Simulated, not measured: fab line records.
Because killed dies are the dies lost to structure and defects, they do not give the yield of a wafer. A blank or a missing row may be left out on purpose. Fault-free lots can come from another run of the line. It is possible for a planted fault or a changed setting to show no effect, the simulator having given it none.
The same fault as seen by 2 desks    flow sfq_line    numbers are kept per desk, each desk with only its own; the story behind them comes last

## METROLOGY DESK
Means of the sampled wafers that have a number, per lot and without regard to the tool the lot ran on: this is what the gauges read. The brackets show how far a lot's mean lies from the usual mean; more than 4 standard deviations puts the lot out of limits, marked OUT.
Columns: A = I3_BOW at SFQ_I3_BOW_MEAS_922, usual 3 um
lot   first seen here  A
L563  day 45 02:06     13
L564  day 45 05:36     13
L569  day 47 05:43     -2
L570  day 47 15:19     -4
L572  day 48 08:11     6
L573  day 49 00:56     6
L574  day 49 07:03     6
L575  day 50 03:27     11
L577  day 50 19:04     5
L578  day 51 01:03     10
L579  day 51 08:10     4
L580  day 51 11:10     -3
L585  day 52 21:03     -15
L586  day 53 16:52     3
This desk's verdict: no lot among the 14 shows anything out of limits.

## AT THE TOOL OWNER'S DESK: cmp-02
The tool's own readings at SFQ_TRILAYER_I3_CMP_CMP_082 (polishes SiO2): means of the sampled wafers that have a number, for each lot that ran on this tool. The brackets show how far a lot's mean lies from the usual mean; more than 4 standard deviations puts the lot out of limits, marked OUT.
Columns: A = edge_zone_pressure_frac at SFQ_TRILAYER_I3_CMP_CMP_082, usual 1.000; B = motor_current_A at SFQ_TRILAYER_I3_CMP_CMP_082, usual 10.2 A; C = time_to_endpoint_s at SFQ_TRILAYER_I3_CMP_CMP_082, usual 212 s
lot   first seen here  A      B     C
L569  day 47 02:43     1.000  10.4  214
L570  day 47 12:19     1.001  10.1  199
L572  day 48 05:37     1.005  9.9   213
L573  day 48 22:25     1.003  10.4  200
L574  day 49 04:03     1.003  10.1  212
L577  day 50 16:03     1.000  10.5  184
L578  day 50 22:03     1.000  9.9   167 (-5.4) OUT
This desk's verdict: out of limits on L578, starting with L578 at day 50 22:03 (time_to_endpoint_s at SFQ_TRILAYER_I3_CMP_CMP_082). L569, L570, L572, L573, L574, L577 stayed within limits.

## BROUGHT TOGETHER
The tool owner's desk had the chance to raise an alarm at day 50 22:03 on L578.
Metrology desk: nothing out of limits seen.
The metrology desk has L578 on record, within its limits.
Every lot named ran SFQ_TRILAYER_I3_CMP_CMP_082 on cmp-02.

## WHAT THE SIMULATOR PUT IN
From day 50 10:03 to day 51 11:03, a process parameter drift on cmp-02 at SFQ_TRILAYER_I3_CMP_CMP_082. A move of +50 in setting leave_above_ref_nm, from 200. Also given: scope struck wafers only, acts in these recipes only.
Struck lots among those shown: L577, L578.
Delay in hours, fault start to first out-of-limits reading, by desk: the tool owner's desk at 12.
